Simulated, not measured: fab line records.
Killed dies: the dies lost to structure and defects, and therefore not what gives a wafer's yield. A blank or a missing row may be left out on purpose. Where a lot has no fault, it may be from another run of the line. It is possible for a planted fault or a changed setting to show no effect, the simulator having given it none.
fab line records	flow gf180mcu
record: lots: 7	wafers: 21	last_day: 35
route steps=602 shown NWELL@52 LVPWELL@54 MVSD@66 MVPSD@78
lots that met no fault: from a run of the same line without faults
start_h: the number of hours between the record's first day and the start of the first shown wafer of the lot	wait_h: how many hours have passed since the lot's step before this one	" as in the row above	L1.1+2: one row covering several wafers at once	- no value, or no start given	* or withheld: withheld	< > ~ a bound
route shown NAME@n: names a module that has steps shown in the file, with the first one's number in the route	usual: mean and standard deviation over wafers with no fault	same: alike in all rows	chamber/n: place in a boat	sites: each site's reading	_std_site: standard deviation across them	_edge_site: inner sites' mean taken away from outer sites' mean	radius_mm: how far each site lies from the wafer's centre	mask NAME#n: copy n	behind: the tool/chamber that last shaped the wafer	hold: cause of the lot's hold/its duration in hours/its outcome	device: whichever transistor did not switch (one of n, p or np)	end of line: tests run on the same wafers once the route is complete	step lacking rows: just its recipe	killed: count of dies lost to structure and defects at first sort (not the wafer's yield)	map: a wafer's dies, x killed, . not, _ none there
set.NAME: the run value of the setting; set.NAME@STEP: its run value at that earlier step	model.NAME: the simulator's own value behind a step, which no gauge read
a table for each step, a row for each wafer; lots at some steps of the route
services: a tool's chamber out of use, with start hour (start_h, from the record's first day; less than 0 if before it), hours out, and reason
== steps ==
step: GF_NWELL_STRIP_10
recipe: chemistry: O2/N2	power_w: 1400	pressure_mtorr: 1500	platen_temp_c: 250	o2_flow_sccm: 3000	n2_flow_sccm: 300	overash_fraction: 0.5
usual: chamber_pressure_mTorr: 1499.9/1.3	drypump_motor_current_A: 5.8/0.47	heater_power_w: 313/28	oes_product_au: 0.722/0.0046	strip_time_to_endpoint_s: 37.34/0.099
same: overash_fraction: 0.5
lot.wafer	tool	chamber	start_h	wait_h	chamber_pressure_mTorr	drypump_motor_current_A	heater_power_w	oes_product_au	rf_hours_counter_h	strip_time_to_endpoint_s
L183.1	plasma_asher-01	1	57.32	0.1	1501.6	6.5	301	0.724	38	37.38
L183.2	"	0	"	"	1498.9	5.1	346	0.721	38	37.43
L183.5	"	0	"	"	1500.3	5.2	337	0.728	-	37.44
L189.1	plasma_asher-01	0	90.69	0.1	1499.3	5.2	341	0.720	42	37.37
L189.5	"	0	"	"	1500.5	5.2	333	0.718	-	37.42
L189.6	"	1	"	"	1501.3	6.5	302	0.724	-	37.32
L190.3	plasma_asher-04	1	96.41	0.1	1498.9	5.8	381	0.731	-	37.26
L190.4	"	0	"	"	1498.9	6.0	340	0.722	-	37.19
L190.5	"	0	"	"	1500.0	6.0	345	0.720	-	37.21
L191.2	plasma_asher-04	1	101.48	0.1	1498.0	5.8	381	0.724	29	37.15
L191.3	"	1	"	"	1498.0	5.8	377	0.722	-	37.26
L191.4	"	0	"	"	1500.4	6.0	355	0.728	-	37.24
L202.1	plasma_asher-01	1	164.12	0.1	1497.3	6.5	301	0.728	49	37.26
L202.3	"	0	"	"	1499.8	5.2	325	0.725	-	37.36
L202.6	"	0	"	"	1499.5	5.2	334	0.721	-	37.37
L203.4	plasma_asher-01	1	169.52	0.1	1501.8	6.6	306	0.730	-	37.17
L203.5	"	0	"	"	1501.1	5.2	339	0.727	-	37.23
L203.6	"	1	"	"	1498.7	6.5	309	0.722	-	37.24
L205.2	plasma_asher-01	1	181.47	0.1	1501.4	6.5	311	0.721	51	37.53
L205.3	"	0	"	"	1501.2	5.2	331	0.718	-	37.54
L205.5	"	0	"	"	1499.5	5.1	335	0.720	-	37.47
step: GF_NWELL_TW_MEAS_11
usual: NWELL_TW: 1568/7.9
lot.wafer	tool	chamber	start_h	wait_h	NWELL_TW
L183.1	film_metro-02	-	57.42	0.1	1554
L183.2	"	-	"	"	1548
L183.5	"	-	"	"	1556
L189.1	film_metro-02	-	90.79	0.1	1559
L189.5	"	-	"	"	1561
L189.6	"	-	"	"	1558
L190.3	film_metro-01	-	96.49	0.1	1580
L190.4	"	-	"	"	1563
L190.5	"	-	"	"	1573
L191.2	film_metro-04	-	101.59	0.1	1573
L191.3	"	-	"	"	1573
L191.4	"	-	"	"	1570
L202.1	film_metro-02	-	164.22	0.1	1559
L202.3	"	-	"	"	1566
L202.6	"	-	"	"	1564
L203.4	film_metro-01	-	169.61	0.1	1575
L203.5	"	-	"	"	1568
L203.6	"	-	"	"	1575
L205.2	film_metro-04	-	181.58	0.1	1569
L205.3	"	-	"	"	1562
L205.5	"	-	"	"	1560
step: GF_LVPWELL_DEHYDRATE_00
recipe: temp_c: 200	time_s: 60
step: GF_LVPWELL_HMDS_01
recipe: prime_time_s: 60	prime_temp_c: 120
step: GF_LVPWELL_COAT_02
recipe: spin_rpm: 2000	resist_thk_nm: 3000
step: GF_LVPWELL_SOFTBAKE_03
recipe: temp_c: 110	time_s: withheld
step: GF_LVPWELL_EXPOSE_04
recipe: mask_id: LVPWELL	target_cd_nm: 600	na: 0.6	source_shape: conventional	sigma_outer: 0.6	dose_mj: 260
step: GF_LVPWELL_PEB_05
recipe: temp_c: 115	time_s: withheld
step: GF_LVPWELL_DEVELOP_06
recipe: wall_angle_deg: 90	develop_time_s: 60	dev_temp_c: 23
step: GF_LVPWELL_OVL_MEAS_07
usual: LVPWELL_OVL: -2.0/1.5
lot.wafer	tool	chamber	start_h	wait_h	LVPWELL_OVL[nm]
L183.1	overlay-02	-	70.55	-	-0.1
L183.2	"	-	"	"	0.7
L183.5	"	-	"	"	-0.1
L189.1	overlay-02	-	105.97	-	-0.6
L189.5	"	-	"	"	0.9
L189.6	"	-	"	"	-0.1
L190.3	overlay-02	-	110.38	-	-1.3
L190.4	"	-	"	"	-3.7
L190.5	"	-	"	"	-1.9
L191.2	overlay-01	-	115.66	-	-1.0
L191.3	"	-	"	"	-1.9
L191.4	"	-	"	"	-2.9
L202.1	overlay-02	-	180.95	-	-0.4
L202.3	"	-	"	"	-1.1
L202.6	"	-	"	"	-1.9
L203.4	overlay-02	-	185.97	-	-0.6
L203.5	"	-	"	"	-1.7
L203.6	"	-	"	"	-1.2
L205.2	overlay-02	-	198.12	-	-3.5
L205.3	"	-	"	"	-4.0
L205.5	"	-	"	"	-2.1
step: GF_LVPWELL_IMPLANT_08
recipe: species: B	energy_kev: 170	dose_cm2: 1.5e+13	tilt_deg: 0
step: GF_LVPWELL_IMPLANT_09
recipe: species: B	energy_kev: 60	dose_cm2: 5e+12	tilt_deg: 0
step: GF_LVPWELL_STRIP_10
recipe: chemistry: O2/N2	power_w: 1400	pressure_mtorr: 1537	platen_temp_c: 250	o2_flow_sccm: 3000	n2_flow_sccm: 300	overash_fraction: 0.5
usual: chamber_pressure_mTorr: 1537.1/1.4	drypump_motor_current_A: 5.8/0.35	heater_power_w: 345/22	oes_product_au: 0.726/0.0043	overash_fraction: 0.5/0	strip_time_to_endpoint_s: 36.75/0.11
lot.wafer	tool	chamber	start_h	wait_h	chamber_pressure_mTorr	drypump_motor_current_A	heater_power_w	oes_product_au	overash_fraction	rf_hours_counter_h	strip_time_to_endpoint_s	model.coat_of_LVPWELL_COAT_02.thk_nm
L183.1	plasma_asher-02	0	70.89	0.1	1537.1	5.7	338	0.720	0.5	42	36.62	0
L183.2	"	1	"	"	1538.9	5.8	344	0.728	0.5	42	36.59	0
L183.5	"	1	"	"	1535.5	5.8	335	0.716	0.5	-	36.74	0
L189.1	plasma_asher-04	1	106.31	0.1	-	-	-	-	-	-	-	3000
L189.5	"	0	"	"	-	-	-	-	-	-	-	3001
L189.6	"	1	"	"	-	-	-	-	-	-	-	2992
L190.3	plasma_asher-01	1	110.74	0.1	-	-	-	-	-	-	-	3002
L190.4	"	0	"	"	-	-	-	-	-	-	-	2998
L190.5	"	1	"	"	-	-	-	-	-	-	-	2996
L191.2	plasma_asher-04	0	115.99	0.1	-	-	-	-	-	-	-	3006
L191.3	"	0	"	"	-	-	-	-	-	-	-	3023
L191.4	"	1	"	"	-	-	-	-	-	-	-	3014
L202.1	plasma_asher-04	0	181.29	0.1	1533.9	6.0	359	0.724	0.5	36	36.84	0
L202.3	"	0	"	"	1539.6	6.0	348	0.726	0.5	-	36.75	0
L202.6	"	0	"	"	1534.9	6.0	348	0.723	0.5	-	36.88	0
L203.4	plasma_asher-02	1	186.32	0.1	1536.8	5.7	341	0.727	0.5	-	36.79	0
L203.5	"	1	"	"	1535.0	5.7	342	0.724	0.5	-	36.81	0
L203.6	"	0	"	"	1536.1	5.7	334	0.726	0.5	-	36.87	0
L205.2	plasma_asher-01	0	198.45	0.1	1537.9	5.2	332	0.723	0.5	53	36.95	0
L205.3	"	0	"	"	1537.6	5.2	343	0.724	0.5	-	36.82	0
L205.5	"	1	"	"	1538.2	6.5	305	0.717	0.5	-	36.75	0
step: GF_LVPWELL_TW_MEAS_11
usual: LVPWELL_TW: 558/3.7
lot.wafer	tool	chamber	start_h	wait_h	LVPWELL_TW
L183.1	film_metro-02	-	70.99	0.1	551
L183.2	"	-	"	"	553
L183.5	"	-	"	"	557
L189.1	film_metro-04	-	106.41	0.1	558
L189.5	"	-	"	"	559
L189.6	"	-	"	"	557
L190.3	film_metro-02	-	110.83	0.1	552
L190.4	"	-	"	"	554
L190.5	"	-	"	"	552
L191.2	film_metro-02	-	116.10	0.1	551
L191.3	"	-	"	"	550
L191.4	"	-	"	"	551
L202.1	film_metro-01	-	181.39	0.1	559
L202.3	"	-	"	"	559
L202.6	"	-	"	"	560
L203.4	film_metro-01	-	186.41	0.1	559
L203.5	"	-	"	"	559
L203.6	"	-	"	"	558
L205.2	film_metro-02	-	198.56	0.1	554
L205.3	"	-	"	"	555
L205.5	"	-	"	"	555
step: GF_MVSD_DEHYDRATE_00
recipe: temp_c: 200	time_s: 60
step: GF_MVSD_HMDS_01
recipe: prime_time_s: 60	prime_temp_c: 120
step: GF_MVSD_COAT_02
recipe: spin_rpm: 2000	resist_thk_nm: 3000
step: GF_MVSD_SOFTBAKE_03
recipe: temp_c: 110	time_s: withheld
step: GF_MVSD_EXPOSE_04
recipe: mask_id: MVSD	target_cd_nm: 1000	na: 0.6	source_shape: conventional	sigma_outer: 0.6	dose_mj: 260
step: GF_MVSD_PEB_05
recipe: temp_c: 115	time_s: withheld
step: GF_MVSD_DEVELOP_06
recipe: wall_angle_deg: 90	develop_time_s: 60	dev_temp_c: 23
step: GF_MVSD_OVL_MEAS_07
usual: MVSD_OVL: 0.7/1.2
lot.wafer	tool	chamber	start_h	wait_h	MVSD_OVL[nm]
L183.1	overlay-01	-	85.17	-	1.2
L183.2	"	-	"	"	-0.8
L183.5	"	-	"	"	1.9
L189.1	overlay-02	-	120.92	-	2.3
L189.5	"	-	"	"	0.1
L189.6	"	-	"	"	1.8
L190.3	overlay-01	-	124.35	-	-0.7
L190.4	"	-	"	"	1.2
L190.5	"	-	"	"	-1.3
L191.2	overlay-02	-	130.68	-	-0.1
L191.3	"	-	"	"	-1.4
L191.4	"	-	"	"	-0.2
L202.1	overlay-01	-	198.49	-	-1.9
L202.3	"	-	"	"	1.2
L202.6	"	-	"	"	-1.9
L203.4	overlay-01	-	203.87	-	0.0
L203.5	"	-	"	"	2.1
L203.6	"	-	"	"	-0.2
L205.2	overlay-02	-	216.29	-	0.8
L205.3	"	-	"	"	-1.5
L205.5	"	-	"	"	0.9
step: GF_MVSD_IMPLANT_08
recipe: species: P	energy_kev: 400	dose_cm2: 1.6e+13	tilt_deg: 0
step: GF_MVSD_IMPLANT_09
recipe: species: P	energy_kev: 100	dose_cm2: 5e+12	tilt_deg: 0
step: GF_MVSD_STRIP_10
recipe: chemistry: O2/N2	power_w: 1400	pressure_mtorr: 1500	platen_temp_c: 250	o2_flow_sccm: 3000	n2_flow_sccm: 300	overash_fraction: 0.5
usual: chamber_pressure_mTorr: 1499.9/1.5	drypump_motor_current_A: 5.7/0.43	heater_power_w: 316/23	oes_product_au: 0.723/0.0045	strip_time_to_endpoint_s: 37.01/0.098
same: overash_fraction: 0.5
lot.wafer	tool	chamber	start_h	wait_h	chamber_pressure_mTorr	drypump_motor_current_A	heater_power_w	oes_product_au	rf_hours_counter_h	strip_time_to_endpoint_s
L183.1	plasma_asher-03	1	85.51	0.1	1498.0	5.7	295	0.717	45	37.01
L183.2	"	0	"	"	1498.5	5.6	277	0.721	45	36.84
L183.5	"	1	"	"	1500.1	5.7	293	0.725	-	36.99
L189.1	plasma_asher-02	1	121.26	0.1	1497.2	5.8	339	0.740	0	81.18
L189.5	"	1	"	"	1500.2	5.8	346	0.746	-	81.30
L189.6	"	0	"	"	1503.1	5.7	335	0.747	-	81.17
L190.3	plasma_asher-03	0	124.71	0.1	1501.3	5.6	278	0.736	-	81.45
L190.4	"	1	"	"	1499.5	5.7	300	0.739	-	81.32
L190.5	"	1	"	"	1501.6	5.7	297	0.752	-	81.27
L191.2	plasma_asher-01	0	131.01	0.1	1497.3	5.2	338	0.746	46	81.54
L191.3	"	1	"	"	1501.2	6.5	317	0.748	-	81.79
L191.4	"	0	"	"	1496.8	5.1	335	0.735	-	81.65
L202.1	plasma_asher-02	0	198.82	0.1	1500.9	5.7	334	0.721	8	37.09
L202.3	"	0	"	"	1500.9	5.7	333	0.721	-	36.95
L202.6	"	0	"	"	1500.3	5.8	335	0.723	-	37.00
L203.4	plasma_asher-02	1	204.22	0.1	1500.0	5.7	348	0.724	-	37.04
L203.5	"	0	"	"	1499.1	5.7	334	0.717	-	36.95
L203.6	"	1	"	"	1498.8	5.7	335	0.719	-	36.96
L205.2	plasma_asher-01	0	216.62	0.1	1500.0	5.2	334	0.719	55	37.02
L205.3	"	0	"	"	1499.6	5.2	344	0.719	-	37.14
L205.5	"	0	"	"	1500.5	5.2	339	0.729	-	37.01
step: GF_MVSD_TW_MEAS_11
usual: MVSD_TW: 1572/9
lot.wafer	tool	chamber	start_h	wait_h	MVSD_TW
L183.1	film_metro-04	-	85.61	0.1	1576
L183.2	"	-	"	"	1570
L183.5	"	-	"	"	1558
L189.1	film_metro-04	-	121.36	0.1	30
L189.5	"	-	"	"	30
L189.6	"	-	"	"	30
L190.3	film_metro-01	-	124.79	0.1	30
L190.4	"	-	"	"	30
L190.5	"	-	"	"	30
L191.2	film_metro-02	-	131.12	0.1	30
L191.3	"	-	"	"	30
L191.4	"	-	"	"	30
L202.1	film_metro-01	-	198.92	0.1	1576
L202.3	"	-	"	"	1589
L202.6	"	-	"	"	1591
L203.4	film_metro-02	-	204.31	0.1	1576
L203.5	"	-	"	"	1567
L203.6	"	-	"	"	1567
L205.2	film_metro-02	-	216.73	0.1	1582
L205.3	"	-	"	"	1580
L205.5	"	-	"	"	1573
step: GF_MVPSD_DEHYDRATE_00
recipe: temp_c: 200	time_s: 60
== services ==
tool	chamber	start_h	hours	kind
plasma_asher-03	-	89.92	4.3	pm
plasma_asher-01	-	94.39	4.0	pm
plasma_asher-02	-	108.75	9.0	pm
plasma_asher-02	0	108.75	9.0	vent_cycle
plasma_asher-02	1	108.75	9.0	vent_cycle
plasma_asher-02	0	117.75	-	clean
plasma_asher-02	1	117.75	-	clean
plasma_asher-02	-	136.64	2.8	pm
plasma_asher-01	-	141.79	2.8	pm
plasma_asher-04	-	164.87	15.6	pm
== key ==
first_sign: step: GF_LVPWELL_STRIP_10	reading: tool_record	direction: missing
effect: step: GF_MVSD_STRIP_10	reading: strip_time_to_endpoint_s	direction: up	sigmas: 99+	usual: *	struck: *
effect: step: GF_MVSD_TW_MEAS_11	reading: MVSD_TW	direction: down	sigmas: 99+	usual: 1572	struck: 30
model_effect: step: GF_LVPWELL_STRIP_10	value: coat_of_LVPWELL_COAT_02.thk_nm	without: 0	struck: 3004
met_at GF_LVPWELL_STRIP_10
struck_wafers L189.1,L189.5,L189.6,L190.3,L190.4,L190.5,L191.2,L191.3,L191.4
sort_left_out L189.1,L189.5,L189.6,L190.3,L190.4,L190.5,L191.2,L191.3,L191.4
tester_left_out L189,L190,L191
fault: kind: skipped_step_whole	tool: plasma_asher-01,plasma_asher-04	chamber: -	onset_h: 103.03	steps: GF_LVPWELL_STRIP_10	scope: struck_lots_only
tester_left_out: of these lots the tester's yield and bins aren't shown, on N5 and GAA mostly nor the transistor test; their killed dies are dies lost to structure and defects alone, not to doping, threshold or leakage, so they don't give the yield
sort_left_out: the simulated sort isn't trusted on such a fault, so these wafers' sort isn't shown, and their yield isn't known
